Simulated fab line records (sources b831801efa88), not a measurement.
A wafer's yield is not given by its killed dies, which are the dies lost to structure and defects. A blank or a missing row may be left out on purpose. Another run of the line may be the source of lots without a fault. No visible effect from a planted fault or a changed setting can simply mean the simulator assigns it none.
A lot that was struck, set against a sound lot ; flow gf180mcu ; 14 out of 602 route steps
Sound: wafers L471.2, L471.4, L471.5. Struck: wafers L468.1, L468.3, L468.6. The cause is given at the end.
At each step with rows: each side's tool, then ch and its chambers, then its first start. Under that, the readings that differ: sound wafers ; struck wafers ; difference of the means ; sigmas: that difference in standard deviations of wafers without a fault.
alike: same words and numbers on both sides, and readings whose means sit less than 2 such deviations apart. not compared: any withheld reading, any reading some wafer has no value for, any bound like >300 that may hide the same value, and any number with overlapping values for which the record gives no deviation.
A row with sigmas, a row that says differs or no value, or rows on one side alone: a step with any of these is where the two part. Numbers that don't overlap but have no deviation are shown without sigmas and don't part them. A reading that every wafer of one side lacks parts them only if that side has two wafers or more.

first, 1 step without rows for these wafers: GF_V1_CVD_00 (deposits SiO2, target thk 600 nm, time 100 s).
GF_V1_THK_MEAS_01:
  sound: film metro-04 at day 20 15:44; struck: film metro-03 at day 19 10:07
  alike: V1_CVD_00_THK
GF_V1_CVD_02: deposits SiO2 from TEOS, target thk 850 nm, time 94.851 s.
  sound on pecvd-03 ch 0,1, day 20 15:47; struck on pecvd-04 ch 1,2, day 19 10:10
  alike: heater power w, susceptor temp C
GF_V1_THK_MEAS_03:
  sound: film metro-01 at day 20 15:52; struck: film metro-04 at day 19 10:14
  alike: V1_CVD_02_THK
GF_V1_CMP_04: polishes SiO2.
  sound on cmp-02 ch 1,2, day 20 15:58; struck on cmp-02 ch 0,2, day 19 10:18
reading;sound;struck;difference;sigmas
time to endpoint s (s);90 86 98;66 77 69;-21;-2
  alike: motor current A, platen rpm
GF_V1_BOW_MEAS_05:
  sound: film metro-03 at day 20 16:14; struck: film metro-04 at day 19 10:36
  alike: V1_BOW
then, 6 steps without rows for these wafers: GF_V1_DEHYDRATE_06 (time 60 s); GF_V1_HMDS_07 (prime time 60 s); GF_V1_COAT_08; GF_V1_COAT_09 (resist thk 1000 nm); GF_V1_SOFTBAKE_10 (time 60 s); GF_V1_EXPOSE_11 (exposes mask Via1, target cd 260 nm).
GF_V1_PEB_12: peb time 90 s.
  sound on litho track-01 ch 0, day 21 16:04; struck on litho track-04 ch 0, day 20 10:52
reading;sound;struck;difference;sigmas
heater power total W (W);85.58 85.64 85.59;86.51 86.53 86.63;+0.95;+11
then, 1 step without rows for these wafers: GF_V1_DEVELOP_13 (develop time 60 s).

WHERE THEY PART
Earliest at GF_V1_CMP_04; latest, in this record, at GF_V1_PEB_12.

WHY: what the simulator had put in
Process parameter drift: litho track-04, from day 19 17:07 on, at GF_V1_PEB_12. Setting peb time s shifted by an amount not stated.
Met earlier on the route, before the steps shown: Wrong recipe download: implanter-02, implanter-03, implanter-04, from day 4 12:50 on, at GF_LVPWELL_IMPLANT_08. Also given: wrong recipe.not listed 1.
